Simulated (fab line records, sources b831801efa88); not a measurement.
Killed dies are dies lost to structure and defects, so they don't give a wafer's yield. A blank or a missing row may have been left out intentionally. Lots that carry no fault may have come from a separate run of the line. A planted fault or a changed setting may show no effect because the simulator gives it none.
Problem report in the 8D (eight disciplines) form, filled by code :: flow sky130 :: the parts of the form that need people (team, actions taken, sign-off) are left out

== 1. THE ISSUE ==
Wafers without a fault read 119.20 s, standard deviation 0.16; run-length-s at SKY_VIA1_SOFTBAKE_08 reads a mean of 110.97 s on 2 wafers belonging to 2 lots. Relative to the usual mean, that is a shift of -51 standard deviations.
The step: time 90 s.
Seen first at day 37 09:00 on litho-track-01, wafer L720.2. At this step, 37 wafers from 13 lots have a number in the record. By rule, "out" or "out of limits" means more than 4 standard deviations away from the usual mean. The other wafers with a number count as sound.

== 2. WHAT IT IS AND WHAT IT IS NOT ==
question: which readings at this step
is: run-length-s, heater-power-total-W
is not: exhaust-pa, resist-line-temp-C

question: which lots
is: L720, L721
is not: L707, L708, L709, L710, L711, L713, L725, L726, L727, L728, L729

question: which wafers of those lots
is: L720.2, L721.1
is not: L720.4, L721.4

question: read on which tools
is: litho-track-01
is not: litho-track-03, litho-track-04

question: when
is: from day 37 09:00
is not: up to then (19 sound wafers); but 16 sound wafers of L721, L725, L726, L727, L728, L729 came after

== 3. WHAT RULES OUT EACH SUSPECT ==
Counting: if a tool at a process step up to the reading ran every lot that is out, it stays a suspect. Sound lots after the first of them don't rule it out here, since some wafers of a struck lot are sound.
- litho-track-01 at SKY_VIA1_SOFTBAKE_08 (time 90 s): kept. Every lot that is out went through it, the first being L720 (day 37 09:00); the last sound lot it ran before that was L713 (day 35 20:00). On those wafers its own readings are out: heater-power-total-W, run-length-s.
After counting, what remains is litho-track-01 at SKY_VIA1_SOFTBAKE_08.

== 4. THE CAUSE (what the simulator had put in) ==
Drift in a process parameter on litho-track-01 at SKY_VIA1_SOFTBAKE_08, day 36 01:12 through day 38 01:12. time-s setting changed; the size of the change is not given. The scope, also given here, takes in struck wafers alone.
The count eliminated every tool but this one.

== 5. SEQUENCE OF EFFECTS, ordered by route ==
Rows list readings where the struck wafers' mean (over those with a number) sits beyond 3 standard deviations from the usual. Readings are gone through only where the record gives a usual standard deviation; hours: the median, over the lots, of the time from a lot's start at the first step in this table giving one to that lot's start at this step; sigmas: the change measured in usual standard deviations.
hours: 0
step: SKY_VIA1_SOFTBAKE_08
reading: heater-power-total-W
usual: 57.37 W
on struck wafers: 59.16
change: +1.80
sigmas: +16

hours: 0
step: SKY_VIA1_SOFTBAKE_08
reading: run-length-s
usual: 119.20 s
on struck wafers: 110.97
change: -8.23
sigmas: -51
The process steps in it:
- SKY_VIA1_SOFTBAKE_08: time 90 s.

== 6. WHAT WOULD HAVE CAUGHT IT SOONER ==
32 hours passed between the start of the fault at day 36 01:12 and the first reading out of limits in this record, taken at day 37 09:00.
